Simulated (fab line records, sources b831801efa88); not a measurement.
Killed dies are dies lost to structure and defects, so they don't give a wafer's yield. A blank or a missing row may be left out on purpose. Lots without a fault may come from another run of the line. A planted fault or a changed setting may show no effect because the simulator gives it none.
fab line records | flow gf180mcu
record lots=24 wafers=72 last_day=34
route steps=602 shown STI@31 CONTACT@301 V1@351 M3@425
lots that met no fault: from a run of the same line without faults
start_h: hours from the record's first day to the start of the lot's first wafer shown | wait_h: hours since the lot's step before | " the same as in the row above | L1.1+2: a row that stands for several wafers | - no value, or no start given | * or withheld: withheld | < > ~ a bound
route shown NAME@n: a module of which the file shows steps, and the number in the route of the first | usual: mean/standard deviation of fault-free wafers | same: alike in all rows | chamber/n: place in a boat | sites: the reading at each site | _std_site: their standard deviation | _edge_site: outer sites' mean less inner sites' | radius_mm: how far each site lies from the wafer's centre | mask NAME#n: copy n | behind: the tool/chamber that last shaped the wafer | hold: why the lot was held/for how many hours/how that ended | device: the transistor (n, p or np) that didn't switch | end of line: the same wafers' tests at the end of the route | a step without rows: its recipe alone | killed: dies lost to structure and defects at the first sort, not the wafer's yield | map: a wafer's dies, x killed, . not, _ none there
set.NAME: the setting as run; set.NAME@STEP: as run at that earlier step | model.NAME: the simulator's own value behind a step, which no gauge read
steps of the route over a sample of lots; a table a step, a row a wafer
services: from which hour (start_h, from the record's first day; less than 0 if before it) a tool's chamber was out of use, for how many hours, and why
## steps
# step GF_STI_THK_MEAS_30
# recipe reads=SiO2_of_STI_OXIDATION_29
# usual STI_OXIDATION_02_THK=9.99/0.2
# columns lot.wafer tool chamber start_h wait_h STI_OXIDATION_02_THK[nm]
L074.1 film_metro-04 - 30.49 0.0 10.19
L074.2 " - " " 10.00
L074.3 " - " " 10.15
L075.3 film_metro-04 - 34.60 0.0 9.81
L075.4 " - " " 9.80
L075.6 " - " " 9.86
L076.2 film_metro-01 - 40.54 0.0 10.38
L076.3 " - " " 10.32
L076.6 " - " " 10.48
L077.1 film_metro-01 - 50.04 0.0 10.07
L077.2 " - " " 9.86
L077.5 " - " " 10.03
L079.1 film_metro-02 - 57.74 0.0 10.10
L079.4 " - " " 10.13
L079.6 " - " " 10.21
L078.2 film_metro-04 - 57.75 0.0 9.80
L078.3 " - " " 10.07
L078.6 " - " " 10.04
L080.1 film_metro-04 - 62.08 0.0 10.06
L080.3 " - " " 10.23
L080.5 " - " " 10.16
L081.1 film_metro-01 - 70.64 0.0 10.24
L081.2 " - " " 10.34
L081.3 " - " " 10.45
L082.1 film_metro-01 - 75.13 0.0 9.57
L082.4 " - " " 9.38
L082.6 " - " " 9.52
L083.4 film_metro-02 - 79.76 0.0 10.19
L083.5 " - " " 10.36
L083.6 " - " " 10.05
L084.1 film_metro-01 - 82.59 0.0 9.95
L084.3 " - " " 9.75
L084.6 " - " " 9.96
L085.2 film_metro-01 - 85.72 0.0 9.88
L085.3 " - " " 9.94
L085.5 " - " " 10.07
L086.2 film_metro-04 - 93.34 0.0 9.90
L086.3 " - " " 9.94
L086.5 " - " " 9.91
L087.1 film_metro-01 - 97.91 0.0 9.96
L087.4 " - " " 9.94
L087.6 " - " " 9.88
L088.3 film_metro-02 - 102.93 0.0 9.80
L088.4 " - " " 9.64
L088.5 " - " " 9.84
L089.2 film_metro-02 - 106.89 0.0 10.19
L089.5 " - " " 10.04
L089.6 " - " " 10.16
L090.1 film_metro-02 - 114.20 0.0 9.95
L090.2 " - " " 9.90
L090.4 " - " " 9.93
L091.3 film_metro-04 - 118.39 0.0 10.22
L091.4 " - " " 10.05
L091.6 " - " " 10.12
L092.2 film_metro-04 - 122.99 0.0 9.80
L092.3 " - " " 9.86
L092.4 " - " " 9.98
L093.2 film_metro-01 - 129.56 0.0 10.12
L093.3 " - " " 10.16
L093.4 " - " " 10.20
L094.2 film_metro-04 - 134.78 0.0 9.99
L094.5 " - " " 10.18
L094.6 " - " " 10.05
L095.2 film_metro-01 - 138.88 0.0 10.18
L095.5 " - " " 9.93
L095.6 " - " " 9.82
L096.1 film_metro-02 - 143.10 0.0 9.85
L096.3 " - " " 9.87
L096.5 " - " " 9.76
L097.1 film_metro-02 - 151.69 0.0 9.90
L097.2 " - " " 9.94
L097.5 " - " " 9.96
# step GF_CONTACT_CD_MEAS_14
# recipe target_cd_nm=220
# usual cd_nm=219.6/1.6
# columns lot.wafer tool chamber start_h wait_h cd_nm
L074.1 cd_sem-02 - 364.19 0.1 217.5
L074.2 " - " " 220.6
L074.3 " - " " 218.9
L075.3 cd_sem-02 - 369.78 0.1 218.4
L075.4 " - " " 218.8
L075.6 " - " " 220.1
L076.2 cd_sem-02 - 378.24 0.1 218.8
L076.3 " - " " 219.2
L076.6 " - " " 218.7
L077.1 cd_sem-01 - 398.08 0.1 218.3
L077.2 " - " " 218.5
L077.5 " - " " 218.5
L078.2 cd_sem-02 - 408.45 0.1 219.1
L078.3 " - " " 217.0
L078.6 " - " " 218.2
L079.1 cd_sem-02 - 410.74 0.1 221.7
L079.4 " - " " 220.9
L079.6 " - " " 221.3
L080.1 cd_sem-02 - 415.81 0.1 217.5
L080.3 " - " " 219.4
L080.5 " - " " 218.1
L081.1 cd_sem-01 - 430.66 0.1 218.2
L081.2 " - " " 217.9
L081.3 " - " " 217.4
L082.1 cd_sem-01 - 440.76 0.1 219.2
L082.4 " - " " 219.8
L082.6 " - " " 218.7
L083.4 cd_sem-02 - 450.27 0.1 219.9
L083.5 " - " " 220.4
L083.6 " - " " 221.2
L084.1 cd_sem-01 - 453.83 0.1 219.3
L084.3 " - " " 219.7
L084.6 " - " " 218.1
L085.2 cd_sem-02 - 458.81 0.1 221.8
L085.3 " - " " 221.1
L085.5 " - " " 222.8
L086.2 cd_sem-02 - 471.93 0.1 219.2
L086.3 " - " " 218.0
L086.5 " - " " 218.5
L087.1 cd_sem-01 - 480.86 0.1 217.5
L087.4 " - " " 216.8
L087.6 " - " " 217.7
L088.3 cd_sem-01 - 490.62 0.2 218.2
L088.4 " - " " 218.8
L088.5 " - " " 220.0
L089.2 cd_sem-01 - 498.46 0.1 218.6
L089.5 " - " " 218.4
L089.6 " - " " 220.1
L090.1 cd_sem-01 - 506.16 0.1 220.8
L090.2 " - " " 220.0
L090.4 " - " " 220.5
L091.3 cd_sem-02 - 512.65 0.1 221.6
L091.4 " - " " 221.4
L091.6 " - " " 220.8
L092.2 cd_sem-01 - 520.40 0.1 219.2
L092.3 " - " " 221.0
L092.4 " - " " 220.1
L093.2 cd_sem-01 - 529.76 0.1 223.6
L093.3 " - " " 224.3
L093.4 " - " " 224.6
L094.2 cd_sem-01 - 535.71 0.1 220.1
L094.5 " - " " 218.8
L094.6 " - " " 220.4
L095.2 cd_sem-02 - 546.20 0.1 217.7
L095.5 " - " " 219.9
L095.6 " - " " 218.2
L096.1 cd_sem-01 - 549.78 0.1 218.6
L096.3 " - " " 218.7
L096.5 " - " " 218.5
L097.1 cd_sem-01 - 560.19 0.1 220.3
L097.2 " - " " 219.6
L097.5 " - " " 219.0
# step GF_CONTACT_THK_MEAS_26
# recipe thk_meas_gauge=xrf reads=W_of_CONTACT_CVD_24
# usual CONTACT_W_THK=298/5.8
# columns lot.wafer tool chamber start_h wait_h CONTACT_W_THK[nm]
L074.1 film_metro-02 - 365.14 0.1 290
L074.2 " - " " 289
L074.3 " - " " 285
L075.3 film_metro-01 - 370.71 0.1 302
L075.4 " - " " 301
L075.6 " - " " 299
L076.2 film_metro-02 - 379.16 0.1 286
L076.3 " - " " 287
L076.6 " - " " 294
L077.1 film_metro-02 - 399.02 0.1 296
L077.2 " - " " 301
L077.5 " - " " 301
L078.2 film_metro-03 - 409.38 0.1 302
L078.3 " - " " 308
L078.6 " - " " 299
L079.1 film_metro-03 - 411.68 0.1 297
L079.4 " - " " 296
L079.6 " - " " 296
L080.1 film_metro-01 - 416.75 0.1 309
L080.3 " - " " 304
L080.5 " - " " 310
L081.1 film_metro-02 - 431.61 0.1 297
L081.2 " - " " 285
L081.3 " - " " 288
L082.1 film_metro-01 - 441.72 0.1 302
L082.4 " - " " 297
L082.6 " - " " 300
L083.4 film_metro-01 - 451.19 0.1 303
L083.5 " - " " 303
L083.6 " - " " 297
L084.1 film_metro-02 - 454.77 0.1 297
L084.3 " - " " 290
L084.6 " - " " 290
L085.2 film_metro-03 - 459.75 0.1 304
L085.3 " - " " 292
L085.5 " - " " 298
L086.2 film_metro-02 - 472.86 0.1 288
L086.3 " - " " 289
L086.5 " - " " 287
L087.1 film_metro-03 - 481.80 0.1 298
L087.4 " - " " 307
L087.6 " - " " 301
L088.3 film_metro-01 - 491.55 0.1 302
L088.4 " - " " 300
L088.5 " - " " 303
L089.2 film_metro-02 - 499.39 0.1 297
L089.5 " - " " 295
L089.6 " - " " 297
L090.1 film_metro-03 - 507.10 0.1 294
L090.2 " - " " 300
L090.4 " - " " 299
L091.3 film_metro-03 - 513.58 0.1 301
L091.4 " - " " 297
L091.6 " - " " 302
L092.2 film_metro-01 - 521.33 0.1 303
L092.3 " - " " 300
L092.4 " - " " 312
L093.2 film_metro-03 - 530.70 0.1 291
L093.3 " - " " 302
L093.4 " - " " 293
L094.2 film_metro-03 - 536.65 0.1 297
L094.5 " - " " 297
L094.6 " - " " 303
L095.2 film_metro-01 - 547.13 0.1 305
L095.5 " - " " 302
L095.6 " - " " 301
L096.1 film_metro-02 - 550.71 0.1 297
L096.3 " - " " 291
L096.5 " - " " 291
L097.1 film_metro-02 - 561.13 0.1 293
L097.2 " - " " 289
L097.5 " - " " 293
# step GF_V1_ETCH_16
# recipe chemistry=N2/H2 target_depth_a=withheld overetch_a=withheld time_s=withheld target=BARC ion_energy_ev=200 source_w=500 bias_w=100 pressure_mtorr=30 n2_flow_sccm=100 h2_flow_sccm=200
# usual drypump_motor_current_A=5.7/0.59 oes_product_au=0.855/0.0053 throttle_valve_pct=13.226/0.009
# columns lot.wafer tool chamber start_h wait_h drypump_motor_current_A oes_product_au throttle_valve_pct
L074.1 rie_diel-01 0 412.72 0.0 6.0 0.849 13.242
L074.2 " 2 " " 5.7 0.858 13.220
L074.3 " 1 " " 6.3 0.856 13.223
L075.3 rie_diel-04 1 419.22 0.0 5.5 0.856 13.234
L075.4 " 2 " " 5.4 0.854 13.227
L075.6 " 0 " " 6.7 0.844 13.230
L076.2 rie_diel-01 0 427.65 0.0 6.0 0.855 13.234
L076.3 " 3 " " 4.7 0.852 13.208
L076.6 " 3 " " 4.7 0.847 13.224
L077.1 rie_diel-01 0 448.07 0.0 6.0 0.846 13.248
L077.2 " 3 " " 4.7 0.852 13.206
L077.5 " 3 " " 4.7 0.847 13.225
L078.2 rie_diel-04 0 459.17 0.0 6.6 0.856 13.222
L078.3 " 2 " " 5.4 0.863 13.225
L078.6 " 0 " " 6.6 0.852 13.226
L079.1 rie_diel-04 2 463.06 0.0 5.4 0.848 13.222
L079.4 " 1 " " 5.5 0.857 13.212
L079.6 " 2 " " 5.3 0.860 13.226
L080.1 rie_diel-01 1 467.92 0.0 6.3 0.852 13.225
L080.3 " 0 " " 6.0 0.847 13.242
L080.5 " 1 " " 6.3 0.852 13.229
L081.1 rie_diel-03 1 481.95 0.0 6.1 0.861 13.224
L081.2 " 0 " " 5.1 0.857 13.211
L081.3 " 2 " " 6.4 0.858 13.201
L082.1 rie_diel-01 2 492.71 0.0 5.7 0.862 13.228
L082.4 " 0 " " 6.0 0.852 13.232
L082.6 " 3 " " 4.6 0.863 13.237
L083.4 rie_diel-03 0 501.15 0.0 5.1 0.861 13.240
L083.5 " 2 " " 6.4 0.856 13.227
L083.6 " 1 " " 6.1 0.847 13.229
L084.1 rie_diel-01 1 505.66 0.0 6.3 0.854 13.236
L084.3 " 0 " " 6.0 0.859 13.217
L084.6 " 0 " " 6.0 0.848 13.226
L085.2 rie_diel-03 3 509.76 0.0 5.1 0.855 13.217
L085.3 " 2 " " 6.4 0.861 13.230
L085.5 " 0 " " 5.1 0.860 13.222
L086.2 rie_diel-01 1 523.05 0.0 6.3 0.854 13.223
L086.3 " 0 " " 6.0 0.853 13.208
L086.5 " 3 " " 4.7 0.860 13.232
L087.1 rie_diel-01 0 530.96 0.0 6.0 0.850 13.218
L087.4 " 0 " " 6.0 0.860 13.229
L087.6 " 3 " " 4.7 0.855 13.229
L088.3 rie_diel-04 0 540.45 0.0 6.6 0.861 13.233
L088.4 " 3 " " 5.9 0.857 13.210
L088.5 " 0 " " 6.7 0.851 13.213
L089.2 rie_diel-03 2 547.42 0.0 6.4 0.861 13.220
L089.5 " 2 " " 6.3 0.860 13.240
L089.6 " 3 " " 5.1 0.866 13.219
L090.1 rie_diel-01 3 554.11 0.0 4.7 0.860 13.218
L090.2 " 1 " " 6.3 0.861 13.213
L090.4 " 2 " " 5.7 0.860 13.227
L091.3 rie_diel-03 3 560.00 0.0 5.1 0.852 13.228
L091.4 " 0 " " 5.1 0.859 13.213
L091.6 " 3 " " 5.1 0.854 13.233
L092.2 rie_diel-03 0 576.65 0.0 5.0 0.860 13.223
L092.3 " 3 " " 5.0 0.846 13.215
L092.4 " 1 " " 6.1 0.850 13.240
L093.2 rie_diel-01 2 578.81 0.0 5.7 0.856 13.225
L093.3 " 0 " " 6.0 0.854 13.230
L093.4 " 1 " " 6.3 0.857 13.225
L094.2 rie_diel-03 0 582.26 0.0 5.1 0.846 13.230
L094.5 " 2 " " 6.4 0.865 13.237
L094.6 " 1 " " 6.1 0.851 13.225
L095.2 rie_diel-03 3 591.57 0.0 5.1 0.857 13.218
L095.5 " 3 " " 5.0 0.858 13.235
L095.6 " 0 " " 5.1 0.856 13.247
L096.1 rie_diel-01 2 595.61 0.0 5.6 0.858 13.207
L096.3 " 3 " " 4.8 0.859 13.223
L096.5 " 1 " " 6.3 0.845 13.229
L097.1 rie_diel-03 0 606.47 0.0 5.1 0.852 13.230
L097.2 " 1 " " 6.1 0.859 13.234
L097.5 " 0 " " 5.1 0.846 13.228
# step GF_V1_THK_MEAS_25
# recipe thk_meas_gauge=xrf reads=W_of_V1_CVD_23
# usual V1_W_THK=342/7
# columns lot.wafer tool chamber start_h wait_h V1_W_THK[nm]
L074.1 film_metro-04 - 413.75 0.1 337
L074.2 " - " " 338
L074.3 " - " " 333
L075.3 film_metro-02 - 420.24 0.1 331
L075.4 " - " " 332
L075.6 " - " " 339
L076.2 film_metro-01 - 428.72 0.1 350
L076.3 " - " " 347
L076.6 " - " " 346
L077.1 film_metro-02 - 449.10 0.1 337
L077.2 " - " " 336
L077.5 " - " " 335
L078.2 film_metro-04 - 460.52 0.1 338
L078.3 " - " " 340
L078.6 " - " " 339
L079.1 film_metro-04 - 464.18 0.1 341
L079.4 " - " " 343
L079.6 " - " " 339
L080.1 film_metro-04 - 468.91 0.1 330
L080.3 " - " " 334
L080.5 " - " " 332
L081.1 film_metro-04 - 482.97 0.1 340
L081.2 " - " " 338
L081.3 " - " " 339
L082.1 film_metro-04 - 493.76 0.1 352
L082.4 " - " " 350
L082.6 " - " " 340
L083.4 film_metro-02 - 502.17 0.1 338
L083.5 " - " " 341
L083.6 " - " " 337
L084.1 film_metro-01 - 506.72 0.1 347
L084.3 " - " " 354
L084.6 " - " " 357
L085.2 film_metro-01 - 510.78 0.1 347
L085.3 " - " " 341
L085.5 " - " " 340
L086.2 film_metro-04 - 524.05 0.1 341
L086.3 " - " " 336
L086.5 " - " " 338
L087.1 film_metro-02 - 532.30 0.1 341
L087.4 " - " " 339
L087.6 " - " " 339
L088.3 film_metro-04 - 541.46 0.1 345
L088.4 " - " " 349
L088.5 " - " " 348
L089.2 film_metro-04 - 548.45 0.1 342
L089.5 " - " " 336
L089.6 " - " " 341
L090.1 film_metro-02 - 555.11 0.1 339
L090.2 " - " " 341
L090.4 " - " " 346
L091.3 film_metro-01 - 561.01 0.1 346
L091.4 " - " " 345
L091.6 " - " " 348
L092.2 film_metro-01 - 577.74 0.1 355
L092.3 " - " " 355
L092.4 " - " " 348
L093.2 film_metro-02 - 580.16 0.1 341
L093.3 " - " " 336
L093.4 " - " " 341
L094.2 film_metro-02 - 583.27 0.1 336
L094.5 " - " " 334
L094.6 " - " " 332
L095.2 film_metro-01 - 592.57 0.1 354
L095.5 " - " " 358
L095.6 " - " " 352
L096.1 film_metro-04 - 596.64 0.1 335
L096.3 " - " " 340
L096.5 " - " " 339
L097.1 film_metro-02 - 607.50 0.1 352
L097.2 " - " " 347
L097.5 " - " " 349
# step GF_M3_METAL_ETCH_16
# recipe chemistry=Cl2/BCl3 mask_material=KrF target_depth_nm=627.5 stop_on=SiO2 pressure_mtorr=8 icp_w=800 bias_w=140 Cl2_flow_sccm=80 bcl3_flow_sccm=40 time_s=104.6
# usual bcl3_flow_sccm=40.00/0.12 drypump_motor_current_A=5.3/0.33 oes_product_au=0.970/0.0064 throttle_valve_pct=28.253/0.011
# same time_s=104.6
# columns lot.wafer tool chamber start_h wait_h bcl3_flow_sccm drypump_motor_current_A oes_product_au rf_hours_counter_h throttle_valve_pct
L074.1 rie_metal-04 0 490.21 0.0 40.09 4.9 0.965 7.7 28.249
L074.2 " 1 " " 39.83 5.2 0.971 1.6 28.265
L074.3 " 0 " " 40.05 4.9 0.957 - 28.238
L075.3 rie_metal-04 1 495.37 0.1 40.11 5.2 0.967 - 28.246
L075.4 " 0 " " 40.21 4.9 0.964 - 28.253
L075.6 " 1 " " 40.32 5.2 0.970 - 28.261
L076.2 rie_metal-02 0 505.30 0.0 40.03 5.9 0.976 1.1 28.251
L076.3 " 1 " " 39.87 5.6 0.976 - 28.238
L076.6 " 1 " " 39.80 5.6 0.978 - 28.253
L077.1 rie_metal-03 0 525.25 0.0 40.18 5.5 0.964 0.6 28.241
L077.2 " 1 " " 39.94 5.1 0.974 2.1 28.263
L077.5 " 0 " " 40.04 5.5 0.965 - 28.244
L078.2 rie_metal-04 1 535.01 0.0 40.05 5.2 0.973 2.8 28.246
L078.3 " 1 " " 40.00 5.2 0.971 - 28.266
L078.6 " 0 " " 40.13 4.9 0.964 - 28.260
L079.1 rie_metal-03 1 538.61 0.0 40.02 5.1 0.954 2.4 28.249
L079.4 " 0 " " 39.97 5.5 0.965 - 28.256
L079.6 " 1 " " 39.88 5.1 0.965 - 28.249
L080.1 rie_metal-04 1 543.55 0.0 40.09 5.2 0.973 3.0 28.261
L080.3 " 1 " " 40.01 5.2 0.968 - 28.256
L080.5 " 1 " " 39.97 5.2 0.971 - 28.258
L081.1 rie_metal-03 1 556.00 0.0 40.32 5.1 0.970 2.8 28.259
L081.2 " 0 " " 39.80 5.5 0.975 1.4 28.235
L081.3 " 0 " " 39.96 5.5 0.981 - 28.229
L082.1 rie_metal-03 1 563.76 0.0 40.04 5.1 0.977 3.2 28.258
L082.4 " 1 " " 39.92 5.1 0.972 - 28.255
L082.6 " 0 " " 40.09 5.5 0.980 - 28.243
L083.4 rie_metal-03 1 573.08 0.0 39.88 5.1 0.960 - 28.253
L083.5 " 1 " " 39.91 5.1 0.966 - 28.259
L083.6 " 0 " " 40.12 5.5 0.976 - 28.226
L084.1 rie_metal-04 1 579.76 0.0 39.69 5.2 0.978 3.8 28.256
L084.3 " 1 " " 39.90 5.2 0.973 - 28.243
L084.6 " 1 " " 39.94 5.2 0.970 - 28.259
L085.2 rie_metal-03 1 581.05 0.0 39.99 5.0 0.966 3.5 28.242
L085.3 " 1 " " 40.21 5.1 0.976 - 28.252
L085.5 " 0 " " 40.19 5.5 0.976 - 28.242
L086.2 rie_metal-02 0 601.01 0.0 39.92 5.9 0.983 3.7 28.233
L086.3 " 0 " " 39.98 5.9 0.980 - 28.242
L086.5 " 0 " " 40.07 5.9 0.968 - 28.232
L087.1 rie_metal-02 1 602.73 0.0 40.18 5.6 0.968 3.3 28.242
L087.4 " 0 " " 39.88 5.9 0.973 - 28.248
L087.6 " 1 " " 40.23 5.6 0.966 - 28.256
L088.3 rie_metal-02 1 608.35 0.1 40.03 5.6 0.971 - 28.254
L088.4 " 0 " " 39.90 5.9 0.959 - 28.277
L088.5 " 1 " " 40.08 5.6 0.956 - 28.274
L089.2 rie_metal-04 0 615.30 0.0 39.83 4.9 0.972 11.0 28.253
L089.5 " 1 " " 40.02 5.2 0.976 - 28.263
L089.6 " 0 " " 40.00 4.9 0.969 - 28.261
L090.1 rie_metal-03 1 624.62 0.0 40.03 5.0 0.972 4.8 28.257
L090.2 " 0 " " 40.07 5.5 0.967 3.3 28.260
L090.4 " 1 " " 39.88 5.0 0.972 - 28.278
L091.3 rie_metal-03 1 628.75 0.1 39.89 5.1 0.973 - 28.243
L091.4 " 0 " " 40.02 5.5 0.980 - 28.258
L091.6 " 1 " " 39.77 5.1 0.974 - 28.247
L092.2 rie_metal-03 1 643.78 0.0 39.88 5.1 0.969 5.2 28.253
L092.3 " 0 " " 39.96 5.5 0.962 - 28.269
L092.4 " 1 " " 40.00 5.1 0.970 - 28.256
L093.2 rie_metal-03 0 646.33 0.0 40.11 5.5 0.969 3.9 28.248
L093.3 " 0 " " 39.99 5.5 0.956 - 28.264
L093.4 " 1 " " 39.95 5.1 0.979 - 28.259
L094.2 rie_metal-02 1 648.90 0.0 39.94 5.6 0.958 4.7 28.261
L094.5 " 1 " " 39.92 5.6 0.961 - 28.254
L094.6 " 0 " " 40.02 5.9 0.957 - 28.276
L095.2 rie_metal-02 0 656.08 0.0 40.08 5.9 0.968 5.4 28.252
L095.5 " 0 " " 39.84 5.9 0.968 - 28.251
L095.6 " 1 " " 39.98 5.6 0.963 - 28.253
L096.1 rie_metal-04 1 661.15 0.0 40.04 5.2 0.975 6.3 28.259
L096.3 " 1 " " 40.01 5.2 0.971 - 28.245
L096.5 " 0 " " 40.07 4.9 0.971 - 28.256
L097.1 rie_metal-02 0 671.88 0.0 39.90 5.9 0.967 6.0 28.268
L097.2 " 1 " " 40.06 5.6 0.972 5.5 28.237
L097.5 " 1 " " 40.07 5.6 0.973 - 28.245
## services
# columns tool chamber start_h hours kind
rie_diel-04 - 398.94 2.8 pm
rie_diel-03 1 426.30 3.5 repair
rie_metal-03 1 434.21 - clean
rie_metal-03 1 434.21 23.7 scheduled_down
rie_metal-03 1 434.21 23.7 vent_cycle
rie_metal-02 - 470.92 3.3 repair
rie_metal-03 0 477.16 - clean
rie_metal-03 0 477.16 17.4 scheduled_down
rie_metal-03 0 477.16 17.4 vent_cycle
rie_diel-04 1 489.23 11.4 repair
rie_diel-03 1 492.19 8.5 repair
rie_diel-01 3 498.97 17.0 repair
rie_diel-01 2 517.98 - clean
rie_diel-01 2 517.98 16.6 scheduled_down
rie_diel-01 2 517.98 16.6 vent_cycle
rie_diel-04 0 525.96 5.9 repair
rie_diel-04 2 531.40 11.3 repair
rie_diel-04 - 569.38 0.4 repair
rie_diel-04 - 579.30 1.1 repair
rie_metal-02 - 644.20 0.3 repair
rie_metal-04 - 647.41 0.8 repair
rie_metal-02 - 651.97 2.8 pm
rie_diel-04 3 668.92 12.3 repair
rie_metal-03 - 669.52 1.4 repair
## key
fault none
